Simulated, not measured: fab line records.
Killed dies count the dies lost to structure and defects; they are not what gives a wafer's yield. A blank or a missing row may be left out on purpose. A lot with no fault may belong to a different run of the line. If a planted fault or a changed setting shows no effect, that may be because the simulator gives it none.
Matching of chambers -- flow gf180mcu -- pecvd-04 running GF_MIM_CVD_05: 3 sister chambers
The step deposits Si3N4, target thk 42 nm, time 29.086 s. 16 wafers are shown with their chamber, then 8 later ones without.

== WAFERS, EACH WITH ITS CHAMBER ==
wafer,chamber,heater-power-w (W),heater-power-outer-w (W)
L075.2,1,572,337
L075.4,0,525,293
L075.6,2,581,353
L077.4,1,555,312
L077.5,0,525,295
L077.6,2,573,348
L080.3,0,518,298
L080.5,0,524,284
L080.6,1,590,350
L083.2,1,617,351
L083.4,2,575,348
L083.5,1,624,359
L084.2,2,524,304
L084.5,1,633,382
L084.6,0,545,313
L087.2,1,626,362

SIGNATURES (averages over the wafers above)
reading,chamber 0,chamber 1,chamber 2,scatter within a chamber
heater-power-w,527.40,602.43,563.25,24.8
heater-power-outer-w,296.60,350.43,338.25,19.4
Rule: for each reading, subtract the chamber's mean from the wafer's reading, divide by that reading's scatter and square the result; add these up over the readings and take the root, which gives the wafer's distance from the chamber. The wafer belongs to the nearest chamber; if the next one is less than 2 further off, it can't be placed. How the scatter is found: for the shown wafers, subtract from each reading the mean of its chamber, square and add these, divide the total by (wafers less chambers), then take the root.

== WAFERS WITH NO CHAMBER GIVEN ==
wafer,heater-power-w (W),heater-power-outer-w (W)
L087.4,615,370
L087.6,541,309
L091.1,548,310
L091.2,487,277
L091.4,546,309
L094.2,479,272
L094.3,569,340
L094.4,496,267

== WHICH CHAMBER EACH WENT THROUGH ==
wafer,from the rows above,in truth
L087.4,can't be placed: 1 or 2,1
L087.6,can't be placed: 0 or 2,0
L091.1,can't be placed: 0 or 2 or 1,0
L091.2,0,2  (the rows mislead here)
L091.4,can't be placed: 0 or 2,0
L094.2,0,0
L094.3,can't be placed: 2 or 1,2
L094.4,0,0
Placed correctly: 2 of 8. Can't be placed from these rows: 5 (the true chamber is among the candidates in 5). Wrongly placed: 1.
